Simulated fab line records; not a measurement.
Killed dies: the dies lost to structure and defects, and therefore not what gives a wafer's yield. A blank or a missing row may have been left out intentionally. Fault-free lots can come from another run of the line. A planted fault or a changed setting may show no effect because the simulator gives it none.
fab line records + flow sfq-line
record
- lots=15
- wafers=45
- last-day=75
route steps=325 shown M4@161
lots that met no fault: taken from a fault-free run of the same line
start-h: start of the lot's first displayed wafer, in hours after the record's first day + wait-h: how many hours have passed since the lot's step before this one + " same as the row above + L1.1+2: a single row standing in for several wafers + - value missing, or start not given + * or withheld: withheld + < > ~ a bound
route shown NAME@n: names a module that has steps shown in the file, with the first one's number in the route + usual: the fault-free wafers' mean and standard deviation + same: alike in all rows + chamber/n: place in a boat + sites: readings site by site + _std_site: the values' standard deviation + _edge_site: inner sites' mean taken away from outer sites' mean + radius-mm: how far each site lies from the wafer's centre + mask NAME#n: copy n + behind: tool/chamber where the wafer was last shaped + hold: why the lot went on hold/how many hours it stayed there/how the hold came to an end + device: whichever transistor did not switch (one of n, p or np) + end of line: the route-end tests of the same wafers + a step given without rows: its recipe and nothing more + killed: at the first sort, the dies lost to defects and structure; wafer yield is something else + map: a wafer's dies, marking killed ones x, the rest . and places with no die _
set.NAME: the setting as run; set.NAME@STEP: as run at that earlier step + model.NAME: the simulator's own value behind a step, which no gauge read
a sample of lots followed through the steps of the route, with each step as a table and each wafer as a row
services: when a tool's chamber went out of use (start-h, in hours from the record's first day, below 0 if earlier), for how many hours, and the reason
## steps
# step SFQ_TRILAYER_M4_STRIP_STRIP_097
# recipe
- gas=O2
- power-w=200
- platen-temp-c=40
- overash-fraction=0.65
- chemistry=O2
- pressure-mtorr=50
# usual
- chamber-pressure-mTorr=50.00/0.046
- drypump-motor-current-A=5.86/0.25
- oes-product-au=0.997/0.0093
| lot.wafer | tool         | chamber | start-h | wait-h | chamber-pressure-mTorr | drypump-motor-current-A | oes-product-au | rf-hours-counter-h |
|-----------|--------------|---------|---------|--------|------------------------|-------------------------|----------------|--------------------|
| L712.3    | rie-metal-03 | 1       | 799.05  | 0.2    | 50.03                  | 5.95                    | 0.989          | -                  |
| L712.4    | "            | 0       | "       | "      | 49.99                  | 5.85                    | 1.007          | -                  |
| L712.5    | "            | 0       | "       | "      | 49.99                  | 5.89                    | 1.007          | -                  |
| L713.4    | rie-metal-01 | 0       | 806.25  | 0.2    | 50.05                  | 5.76                    | 0.990          | -                  |
| L713.5    | "            | 1       | "       | "      | 49.99                  | 5.86                    | 0.987          | -                  |
| L713.6    | "            | 0       | "       | "      | 50.01                  | 5.78                    | 0.993          | -                  |
| L715.1    | rie-metal-03 | 1       | 827.65  | 0.1    | 50.05                  | 5.91                    | 0.993          | 52                 |
| L715.3    | "            | 0       | "       | "      | 49.96                  | 5.80                    | 1.003          | -                  |
| L715.6    | "            | 1       | "       | "      | 50.03                  | 5.94                    | 0.994          | -                  |
| L716.1    | rie-metal-01 | 0       | 832.45  | 0.1    | 49.97                  | 5.75                    | 1.008          | 159                |
| L716.2    | "            | 1       | "       | "      | 49.89                  | 5.85                    | 0.974          | 128                |
| L716.5    | "            | 1       | "       | "      | 49.97                  | 5.86                    | 0.974          | -                  |
| L717.2    | rie-metal-01 | 1       | 834.85  | 0.1    | 49.95                  | 5.86                    | 0.977          | 128                |
| L717.4    | "            | 0       | "       | "      | 50.10                  | 5.76                    | 1.008          | -                  |
| L717.5    | "            | 0       | "       | "      | 49.98                  | 5.76                    | 1.006          | -                  |
| L718.2    | rie-metal-01 | 0       | 848.44  | 0.4    | 50.02                  | 5.79                    | 1.000          | -                  |
| L718.3    | "            | 0       | "       | "      | 50.01                  | 5.79                    | 0.998          | -                  |
| L718.5    | "            | 0       | "       | "      | 50.01                  | 5.79                    | 1.006          | -                  |
| L719.3    | rie-metal-01 | 0       | 851.04  | 0.5    | -                      | -                       | -              | -                  |
| L719.4    | "            | 0       | "       | "      | -                      | -                       | -              | -                  |
| L719.5    | "            | 0       | "       | "      | -                      | -                       | -              | -                  |
| L720.1    | rie-metal-04 | 1       | 851.65  | 0.1    | -                      | -                       | -              | -                  |
| L720.2    | "            | 0       | "       | "      | -                      | -                       | -              | -                  |
| L720.3    | "            | 0       | "       | "      | -                      | -                       | -              | -                  |
| L721.1    | rie-metal-03 | 0       | 871.53  | 0.1    | -                      | -                       | -              | -                  |
| L721.3    | "            | 1       | "       | "      | -                      | -                       | -              | -                  |
| L721.6    | "            | 0       | "       | "      | -                      | -                       | -              | -                  |
| L729.1    | rie-metal-01 | 0       | 987.38  | 0.1    | 49.99                  | 5.79                    | 0.992          | 18                 |
| L729.3    | "            | 1       | "       | "      | 49.93                  | 5.86                    | 0.984          | -                  |
| L729.5    | "            | 0       | "       | "      | 49.98                  | 5.78                    | 0.998          | -                  |
| L730.2    | rie-metal-04 | 0       | 1008.52 | 0.1    | 49.99                  | 6.35                    | 0.988          | 121                |
| L730.4    | "            | 0       | "       | "      | 49.95                  | 6.39                    | 0.999          | -                  |
| L730.5    | "            | 1       | "       | "      | 50.09                  | 5.37                    | 0.999          | -                  |
| L732.1    | rie-metal-03 | 1       | 1025.12 | 0.1    | 49.96                  | 5.93                    | 0.998          | 84                 |
| L732.3    | "            | 0       | "       | "      | 50.01                  | 5.89                    | 1.012          | -                  |
| L732.6    | "            | 1       | "       | "      | 49.97                  | 5.95                    | 0.993          | -                  |
| L733.1    | rie-metal-04 | 0       | 1041.47 | 0.1    | 50.05                  | 6.38                    | 1.007          | 126                |
| L733.3    | "            | 0       | "       | "      | 50.04                  | 6.37                    | 0.999          | -                  |
| L733.6    | "            | 1       | "       | "      | 50.00                  | 5.40                    | 1.008          | -                  |
| L734.1    | rie-metal-01 | 0       | 1048.67 | 0.1    | 50.04                  | 5.75                    | 0.989          | 29                 |
| L734.4    | "            | 0       | "       | "      | 49.93                  | 5.75                    | 0.997          | -                  |
| L734.5    | "            | 0       | "       | "      | 49.88                  | 5.75                    | 0.989          | -                  |
| L735.1    | rie-metal-03 | 0       | 1063.35 | 0.1    | 50.00                  | 5.79                    | 1.007          | 51                 |
| L735.2    | "            | 1       | "       | "      | 49.99                  | 5.96                    | 0.989          | 91                 |
| L735.3    | "            | 1       | "       | "      | 50.09                  | 5.95                    | 1.000          | -                  |
## services
| tool         | chamber | start-h | hours | kind           |
|--------------|---------|---------|-------|----------------|
| rie-metal-01 | -       | 825.22  | 0.3   | repair         |
| rie-metal-01 | 1       | 837.49  | 19.2  | repair         |
| rie-metal-04 | 1       | 857.93  | 4.7   | repair         |
| rie-metal-01 | -       | 869.04  | 2.8   | pm             |
| rie-metal-01 | 0       | 871.79  | -     | clean          |
| rie-metal-01 | 0       | 871.79  | 19.8  | scheduled-down |
| rie-metal-01 | 0       | 871.79  | 19.8  | vent-cycle     |
| rie-metal-01 | -       | 907.49  | 0.7   | repair         |
| rie-metal-03 | -       | 945.08  | 13.5  | repair         |
| rie-metal-01 | 1       | 1050.14 | 17.0  | repair         |
## key
first-sign
- step=SFQ_TRILAYER_M4_STRIP_STRIP_097
- reading=tool-record
- direction=missing
effect none on later readings
met-at SFQ_TRILAYER_M4_STRIP_STRIP_097
struck-lots L719,L720,L721
onset-between 848.44 851.04
fault
- kind=skipped-step-whole
- tool=rie-metal-01,rie-metal-03,rie-metal-04
- chamber=-
- onset-h=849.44
- steps=SFQ_TRILAYER_M4_STRIP_STRIP_097
- scope=struck-lots-only
